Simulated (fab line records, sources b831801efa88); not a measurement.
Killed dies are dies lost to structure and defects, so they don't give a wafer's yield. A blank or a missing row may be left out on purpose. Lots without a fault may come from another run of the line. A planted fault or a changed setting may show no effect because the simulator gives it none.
Chamber matching | flow gf180mcu | GF_MIM_CVD_05 on pecvd-04: 3 sister chambers
The step deposits Si3N4, target thk 42 nm, time 29.086 s. 6 wafers are shown with their chamber, then 7 later ones without.

WAFERS WITH THEIR CHAMBER
wafer  | chamber | heater_power_w (W) | temp_max_c (C)
L335.2 | 1       | 652                | 400.21
L335.6 | 0       | 592                | 399.92
L336.1 | 1       | 687                | 399.75
L336.6 | 2       | 630                | 400.20
L338.2 | 0       | 557                | 399.67
L338.4 | 2       | 661                | 400.24

WAFERS WITHOUT THEIR CHAMBER
wafer  | heater_power_w (W) | temp_max_c (C)
L338.6 | 570                | 400.31
L341.2 | 578                | 400.14
L341.3 | 642                | 400.01
L341.6 | 609                | 399.64
L342.1 | 580                | 399.95
L342.5 | 596                | 399.99
L342.6 | 686                | 399.84

WHICH CHAMBER EACH WENT THROUGH
wafer  | from the rows above          | in truth
L338.6 | can't be placed: 0 or 2      | 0
L341.2 | can't be placed: 0 or 2      | 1
L341.3 | can't be placed: 2 or 1      | 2
L341.6 | can't be placed: 0 or 1 or 2 | 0
L342.1 | 0                            | 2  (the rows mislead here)
L342.5 | can't be placed: 0 or 2 or 1 | 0
L342.6 | can't be placed: 1 or 2      | 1
Placed correctly: 0 of 7. Can't be placed from these rows: 6 (the true chamber is among the candidates in 5). Placed wrongly: 1.
How it was worked out, from the rows above alone: a wafer's distance from a chamber is the root of the sum, over the readings, of the square of ((its reading less the chamber's mean) divided by the reading's scatter). The wafer belongs to the nearest chamber; if the next one is less than 2 further off, it can't be placed. A chamber's mean is the mean of its shown wafers. The scatter: the root of (the sum of the squares of (reading less its chamber's mean) over the shown wafers, divided by (wafers less chambers)).
